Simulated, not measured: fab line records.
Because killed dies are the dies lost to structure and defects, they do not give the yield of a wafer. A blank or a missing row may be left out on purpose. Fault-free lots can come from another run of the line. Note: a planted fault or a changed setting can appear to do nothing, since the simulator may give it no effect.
Code-filled problem report in 8D (eight disciplines) form	flow sky130	the parts of the form that need people (team, actions taken, sign-off) are left out

1. THE PROBLEM
Wafers without a fault read 0.978 a.u., standard deviation 0.0064; oes_product_au at SKY_PASSIVATION_ETCH_11 reads a mean of 0.866 a.u. on 2 wafers belonging to 2 lots. That is -17 standard deviations from the usual mean.
The step: etches the open film in CF4/O2, stops on AlCu, target depth 725 nm, time 161.1 s.
Seen first at day 48 21:50 on rie_diel-04, wafer L573.5. The record has a number at this step for 42 wafers belonging to 14 lots. By rule, "out" or "out of limits" means more than 4 standard deviations away from the usual mean. All remaining wafers that have a number are taken as sound.

2. WHAT THIS IS AND IS NOT
question	is	is not
which readings at this step	oes_product_au	O2_flow_sccm, drypump_motor_current_A
which lots	L573, L576	L561, L563, L564, L565, L566, L567, L568, L579, L580, L582, L583, L584
which wafers of those lots	L573.5, L576.2	L573.3, L573.6, L576.1, L576.4
read on which tools	rie_diel-04	rie_diel-01, rie_diel-03
when	from day 48 21:50	up to then (23 sound wafers); but 17 sound wafers of L576, L579, L580, L582, L583, L584 came after

3. THE SUSPECTS, EACH WITH WHAT RULES IT OUT
Counting: a tool at a process step up to the reading stays a suspect if it ran every lot that is out. Sound lots after the first of them don't rule it out here, since some wafers of a struck lot are sound.
- rie_diel-04 at SKY_PASSIVATION_ETCH_11 (etches the open film in CF4/O2, stops on AlCu, target depth 725 nm, time 161.1 s): kept. Ran every lot that is out, first one L573 (day 48 21:50); last sound lot up to then L566 (day 47 02:08). Its own readings are out on those wafers: oes_product_au.
After counting, what remains is rie_diel-04 at SKY_PASSIVATION_ETCH_11.

4. THE CAUSE (what the simulator had put in)
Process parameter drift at SKY_PASSIVATION_ETCH_11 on rie_diel-04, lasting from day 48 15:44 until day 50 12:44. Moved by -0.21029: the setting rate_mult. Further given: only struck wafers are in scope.
Only this tool survived the counting.

5. THE CHAIN OF EFFECTS, in route order
Rows list readings where the struck wafers' mean (over those with a number) sits beyond 3 standard deviations from the usual. Scope: only readings with a usual standard deviation given in the record; hours: median across lots of the time from each lot's start at the first step in this table that gives one to its start at this step; sigmas: change in usual standard deviations.
hours	step	reading	usual	on struck wafers	change	sigmas
0	SKY_PASSIVATION_ETCH_11	oes_product_au	0.978 a.u.	0.866	-0.112	-17
0	SKY_PASSIVATION_ETCH_11	throttle_valve_pct	5.965 %	5.925	-0.040	-4.1
0	SKY_PASSIVATION_STRIP_12	strip_time_to_endpoint_s	31.58 s	32.78	+1.20	+9.2
The process steps in it:
- SKY_PASSIVATION_ETCH_11: etches the open film in CF4/O2, stops on AlCu, target depth 725 nm, time 161.1 s.
- SKY_PASSIVATION_STRIP_12: strips in O2/N2.

6. HOW IT WOULD HAVE BEEN CAUGHT EARLIER
In this record no reading fell out of limits until day 48 21:50, 6 hours after the fault had begun at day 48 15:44.
